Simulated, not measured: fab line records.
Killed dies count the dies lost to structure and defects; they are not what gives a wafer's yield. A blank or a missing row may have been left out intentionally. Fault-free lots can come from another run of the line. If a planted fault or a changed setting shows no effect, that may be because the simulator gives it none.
The tool behind it: which one?    flow sky130    14 lots with 42 wafers sampled at 3 steps, on a route of 708 steps

== WHAT THE GAUGES SHOWED, per wafer ==
SKY_VT_ADJUST_NCORE_TW_MEAS_11. Usual: VT_ADJUST_NCORE_TW 218.3, standard deviation 1.
lot   measured      on             VT_ADJUST_NCORE_TW  flag
L949  day 8 11:48   film_metro-03  220.9 220.1 219.5   
L952  day 9 09:05   film_metro-04  217.6 218.1 218.2   
L955  day 10 10:05  film_metro-03  220.0 219.4 219.8   
L956  day 10 13:18  film_metro-03  220.4 219.2 219.2   
L958  day 11 02:04  film_metro-03  219.3 218.6 218.1   
L959  day 11 10:09  film_metro-04  217.5 217.6 217.7   
L961  day 12 03:51  film_metro-03  29.8 29.7 29.8      OFF
L962  day 12 08:32  film_metro-04  29.8 29.8 29.7      OFF
L967  day 14 00:17  film_metro-02  217.6 217.8 218.7   
L968  day 14 03:26  film_metro-02  217.7 217.4 218.1   
L969  day 14 09:20  film_metro-03  219.5 219.5 218.5   
L970  day 14 19:56  film_metro-04  216.9 215.7 216.7   
L971  day 15 05:15  film_metro-03  217.0 217.7 217.4   
L972  day 15 10:25  film_metro-03  217.0 217.1 218.1   

SKY_CONTACT_OVL_MEAS_15. Usual: CONTACT_OVL -2 nm, standard deviation 4.9.
lot   measured      on          CONTACT_OVL (nm)  flag
L949  day 31 03:50  overlay-01  -7 3 -2           
L952  day 32 19:39  overlay-02  -5 -6 -12         
L955  day 33 13:10  overlay-01  2 -1 -2           
L956  day 33 21:41  overlay-02  1 -3 6            
L958  day 34 11:46  overlay-02  -12 -5 -9         
L959  day 35 05:40  overlay-02  3 0 2             
L967  day 37 15:51  overlay-01  -7 -12 -12        
L968  day 37 17:14  overlay-01  -5 -1 2           
L969  day 38 02:22  overlay-01  7 6 7             
L970  day 38 08:24  overlay-02  -2 -7 -7          
L971  day 38 13:25  overlay-02  -3 -4 1           
L972  day 39 09:08  overlay-02  2 -1 3            

== EACH LOT AND THE TOOL THAT RAN IT (in order: tool; ch and the chambers of the sampled wafers; start) ==
lot   SKY_VT_ADJUST_NCORE_IMPLANT_09
L949  implanter-04 ch 0, day 8 11:33
L952  implanter-04 ch 0, day 9 08:50
L955  implanter-04 ch 0, day 10 09:48
L956  implanter-01 ch 0, day 10 13:04
L958  implanter-04 ch 0, day 11 01:51
L959  implanter-01 ch 0, day 11 09:55
L961  implanter-01, day 12 03:37
L962  implanter-01, day 12 08:17
L967  implanter-03 ch 0, day 14 00:02
L968  implanter-03 ch 0, day 14 03:12
L969  implanter-03 ch 0, day 14 09:05
L970  implanter-01 ch 0, day 14 19:41
L971  implanter-03 ch 0, day 15 05:01
L972  implanter-01 ch 0, day 15 10:11
- SKY_VT_ADJUST_NCORE_IMPLANT_09

== WHAT THE TOOLS THEMSELVES READ (means of the sampled wafers that have a number; where no wafer has one, the mark that the record gives instead) ==
SKY_VT_ADJUST_NCORE_IMPLANT_09. Usual: beam_energy_keV 10.000, standard deviation 0.003; beam_on_s 10.02 s, standard deviation 0.2; dose_ions_cm2 2.3997e+12, standard deviation 2.9e+09.
lot   tool          beam_energy_keV  beam_on_s (s)  dose_ions_cm2  flag
L949  implanter-04  10.000           9.96           2.3970e+12     
L952  implanter-04  10.003           9.91           2.4012e+12     
L955  implanter-04  9.998            9.89           2.4002e+12     
L956  implanter-01  9.999            9.97           2.3985e+12     
L958  implanter-04  10.002           10.06          2.3996e+12     
L959  implanter-01  9.998            9.98           2.3996e+12     
L961  implanter-01  -                -              -              OFF
L962  implanter-01  -                -              -              OFF
L967  implanter-03  9.999            10.08          2.3999e+12     
L968  implanter-03  9.998            10.09          2.4030e+12     
L969  implanter-03  10.000           9.82           2.4003e+12     
L970  implanter-01  10.000           9.96           2.4005e+12     
L971  implanter-03  10.003           10.15          2.3992e+12     
L972  implanter-01  9.999            9.98           2.4017e+12     

== THE ANSWER, worked out from the rows above alone ==
Rule: lot off if the mean of its wafers having a number is beyond 3 standard deviations from the usual mean. A lot without any number at a reading at which 4 lots or more have one is off too. The other lots that the step has rows for count as sound. The gauges are gone through in route order, then the tools' own readings, and for those a lot's mean is taken as printed above. The first step at which some lot is off is used, and at that step the reading that is off furthest; a lot without a number counts as furthest.
Off: L961, L962, seen at SKY_VT_ADJUST_NCORE_TW_MEAS_11 (VT_ADJUST_NCORE_TW).
A tool fits if, at a process step before that reading, it ran every lot that is off, and no sound lot after the first of them. The gauges at SKY_VT_ADJUST_NCORE_TW_MEAS_11 aren't tried: what is off there is off at SKY_VT_ADJUST_NCORE_IMPLANT_09 too, on other tools, and a gauge's error can't cause that. None of those tried fits.

== WHAT WAS PUT IN BY THE SIMULATOR ==
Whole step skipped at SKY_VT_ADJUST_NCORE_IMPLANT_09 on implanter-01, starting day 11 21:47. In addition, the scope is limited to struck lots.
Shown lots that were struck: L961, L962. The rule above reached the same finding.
